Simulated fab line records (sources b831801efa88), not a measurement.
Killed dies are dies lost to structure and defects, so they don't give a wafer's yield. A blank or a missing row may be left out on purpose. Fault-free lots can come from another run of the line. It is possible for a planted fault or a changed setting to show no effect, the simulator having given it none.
Chamber matching	flow sky130	4 sister chambers for SKY_FIELD_ISO_CMP_27 on cmp-02
The step polishes, stops on Si3N4, t overpolish 16 s, target thk 457.8 nm. 4 wafers are shown with their chamber, then 8 later ones without.

== WAFERS PAIRED WITH THEIR CHAMBERS ==
wafer	chamber	motorCurrentA (A)
L677.4	2	10.0
L684.1	3	12.5
L684.5	0	11.8
L686.1	1	11.0

== WAFERS MISSING THEIR CHAMBER ==
wafer	motorCurrentA (A)
L686.4	12.9
L686.6	12.6
L688.1	12.1
L688.2	11.8
L688.3	10.1
L692.4	12.5
L692.5	12.5
L692.6	9.4

== CHAMBER TAKEN BY EACH ==
wafer	from the rows above	in truth
L686.4	3	3
L686.6	3	3
L688.1	can't be placed: 0 or 3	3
L688.2	0	0
L688.3	2	2
L692.4	3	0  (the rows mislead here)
L692.5	3	3
L692.6	2	2
Placed correctly: 6 of 8. Not placeable from these rows: 1 (in 1, the candidates include the true chamber). 1 placed wrongly.
How it was worked out, from the rows above alone: a wafer's distance from a chamber is the root of the sum, over the readings, of the square of ((its reading less the chamber's mean) divided by the reading's scatter). The wafer belongs to the nearest chamber; if the next one is less than 2 further off, it can't be placed. Each chamber's mean is taken over the wafers shown for it. The scatter: with one shown wafer a chamber, the root of the mean of the squares of how far each hidden wafer lies from its nearest shown one.
